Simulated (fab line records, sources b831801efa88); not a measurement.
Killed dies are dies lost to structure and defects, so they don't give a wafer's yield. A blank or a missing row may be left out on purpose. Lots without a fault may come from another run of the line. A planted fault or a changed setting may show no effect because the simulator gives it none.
A struck lot beside a sound one | flow gf180mcu | 15 steps out of a route of 602
Sound: wafers L942.3, L942.5, L942.6. Struck: wafers L950.1, L950.2, L950.5. The cause comes at the end.
At each step with rows: each side's tool, then ch and its chambers, then its first start. Under that, the readings that differ: sound wafers | struck wafers | difference of the means | sigmas: that difference in standard deviations of wafers without a fault.
alike: readings whose means differ by less than 2 such deviations, and words and numbers that are the same on both sides. not compared: withheld readings, readings that some wafer has no value for, bounds like >300 that may hide the same value, and numbers for which the record gives no deviation and whose values overlap.
The two part at a step that has a row with sigmas, a row that says differs or no value, or rows on one side only. Numbers that don't overlap but have no deviation are shown without sigmas and don't part them. A reading that every wafer of one side lacks parts them only if that side has two wafers or more.

first, 6 steps without rows for these wafers: GF_M3_HMDS_08 (prime time 60 s); GF_M3_COAT_09 (resist thk 1000 nm); GF_M3_SOFTBAKE_10 (time 57.93 s); GF_M3_EXPOSE_11 (exposes mask Metal3, target cd 280 nm); GF_M3_PEB_12 (peb time 90 s); GF_M3_DEVELOP_13 (develop time 60 s).
GF_M3_CD_MEAS_14: target cd 280 nm.
  sound on cd_sem-02, day 22 01:33; struck on cd_sem-02, day 24 17:39
  alike: cd_nm
GF_M3_OVL_MEAS_15:
  sound on overlay-02, day 22 01:38; struck on overlay-01, day 24 17:46
  alike: M3_OVL
GF_M3_METAL_ETCH_16: etches the open film in Cl2/BCl3, stops on SiO2, target depth 627.5 nm, time 104.6 s.
  sound on rie_metal-02 ch 0,1, day 22 01:42; struck on rie_metal-02 ch 0,1, day 24 17:48
  alike: drypump_motor_current_A, mfc_cl2_sccm, oes_product_au, throttle_valve_pct
  not compared: rf_hours_counter_h
GF_M3_STRIP_17: strips in O2/N2.
  sound on plasma_asher-02 ch 0,1, day 22 01:49; struck on plasma_asher-01 ch 0,1, day 24 17:55
  reading                      | sound          | struck         | difference | sigmas
  heater_power_w (W)           | 422 422 340    | 337 342 331    | -58        | -2
  strip_time_to_endpoint_s (s) | 7.90 7.90 7.93 | 7.84 7.84 7.81 | -0.08      | -2
  alike: drypump_motor_current_A, o2_flow_sccm, oes_product_au
  not compared: rf_hours_counter_h
then, 2 steps without rows for these wafers: GF_M3_STRIP_18 (strips in post etch residue remover, time 1200 s); GF_M3_CLEAN_19 (cleans in DIW).
GF_V3_CVD_00: deposits SiO2, target thk 600 nm, time 100 s.
  sound on hdpcvd-01 ch 1,2, day 22 02:19; struck on hdpcvd-02 ch 0,1, day 24 18:41
GF_V3_THK_MEAS_01:
  sound on film_metro-01, day 22 02:24; struck on film_metro-01, day 24 19:10
  reading            | sound       | struck         | difference | sigmas
  V3_CVD_00_THK (nm) | 599 602 607 | 1214 1200 1190 | +599       | +86
GF_PASSIVATION_PROBE_99:
  the record has rows for the sound wafers here (prober-01, day 29 16:12) and none for the struck ones

WHERE THEY PART
First at GF_M3_STRIP_17; last, within this record, at GF_PASSIVATION_PROBE_99.

WHY: what the simulator had put in
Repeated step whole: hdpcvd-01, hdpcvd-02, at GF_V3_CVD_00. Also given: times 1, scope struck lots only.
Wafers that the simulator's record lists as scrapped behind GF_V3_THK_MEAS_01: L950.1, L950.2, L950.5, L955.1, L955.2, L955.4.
